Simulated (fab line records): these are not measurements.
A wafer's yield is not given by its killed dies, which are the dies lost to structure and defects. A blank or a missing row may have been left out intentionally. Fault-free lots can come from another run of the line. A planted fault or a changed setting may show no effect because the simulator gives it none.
Commonality check across tools	flow gf180mcu	13 lots, 39 wafers sampled

REASON FOR OPENING
2 of 13 lots carry a flag on the reading HV_LDD_3_TW at GF_HV_LDD_TW_MEAS_38. No-fault wafers: 1447, standard deviation 6.7.
Rule: flag the lot when none of its wafers has a number, or when each of its wafers that has one lies beyond 4 standard deviations from that mean. The other lots count as sound.

lot	measured	on	HV_LDD_3_TW, wafer by wafer	flag
L149	day 11 15:49	film metro-04	1447 1442 1446	
L152	day 12 11:10	film metro-04	1456 1437 1454	
L153	day 12 20:02	film metro-04	1440 1453 1442	
L155	day 13 12:19	film metro-03	1443 1449 1453	
L156	day 13 19:04	film metro-04	1452 1451 1462	
L159	day 14 21:05	film metro-03	1437 1437 1445	
L161	day 15 08:34	film metro-04	1447 1447 1448	
L162	day 15 17:20	film metro-01	1440 1455 1444	
L163	day 16 04:04	film metro-03	1756 1750 1752	FLAGGED
L164	day 16 10:07	film metro-03	1446 1444 1445	
L165	day 16 23:50	film metro-03	1440 1438 1449	
L166	day 17 00:49	film metro-01	1756 1765 1762	FLAGGED
L172	day 19 07:28	film metro-03	1443 1444 1450	
The numbers of the flagged lots are 1757 on average: +310 against the usual, or +46 standard deviations.

LOT BY LOT: THE TOOL USED
The record keeps 1 process step preceding the reading, out of 602 steps on the route. Read each cell as the tool, then ch plus the chambers that the sampled wafers visited, then the start.
lot	flag	GF_HV_LDD_IMPLANT_36
L149		implanter-02 ch 0, day 11 15:34
L152		implanter-01 ch 0, day 12 10:55
L153		implanter-03 ch 0, day 12 19:48
L155		implanter-03 ch 0, day 13 12:04
L156		implanter-02 ch 0, day 13 18:49
L159		implanter-01 ch 0, day 14 20:51
L161		implanter-03 ch 0, day 15 08:20
L162		implanter-01 ch 0, day 15 17:05
L163	FLAGGED	implanter-03 ch 0, day 16 03:50
L164		implanter-01 ch 0, day 16 09:52
L165		implanter-02 ch 0, day 16 23:35
L166	FLAGGED	implanter-03 ch 0, day 17 00:34
L172		implanter-02 ch 0, day 19 07:14
What these steps do:
- GF_HV_LDD_IMPLANT_36
- GF_HV_LDD_TW_MEAS_38

FLAGGED AGAINST TOTAL, ONE TOOL AT A TIME (gauges that did the reading follow at the end)
step	tool	lots run	flagged	share of the flagged lots	sound lots run after its first flagged lot
GF_HV_LDD_IMPLANT_36	implanter-01	4	0	none	-
GF_HV_LDD_IMPLANT_36	implanter-02	4	0	none	-
GF_HV_LDD_IMPLANT_36	implanter-03	5	2	all	0
GF_HV_LDD_TW_MEAS_38	film metro-01	2	1	some	0
GF_HV_LDD_TW_MEAS_38	film metro-03	6	1	some	3 (L164,L165,L172)
GF_HV_LDD_TW_MEAS_38	film metro-04	5	0	none	-

THE TABLE: WHAT IT ALLOWS
Rows of the table that ran each flagged lot: 1, that is implanter-03 at GF_HV_LDD_IMPLANT_36.
- implanter-03 at GF_HV_LDD_IMPLANT_36: 2 of its 5 lots flagged. Last sound lot L161 at day 15 08:20, first flagged lot L163 at day 16 03:50; a fault beginning in between fits. Its own readings (dose ions cm2, faraday current uA) fall more than 4 standard deviations out on all wafers of the flagged lots.
What remains is a single tool, implanter-03 at GF_HV_LDD_IMPLANT_36.

WHAT WAS PUT IN BY THE SIMULATOR
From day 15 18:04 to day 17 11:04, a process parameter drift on implanter-03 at GF_HV_LDD_IMPLANT_36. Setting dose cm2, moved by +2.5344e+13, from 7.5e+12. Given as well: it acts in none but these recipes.
Shown lots that were struck: L163, L166. This agrees with what the rule above found.
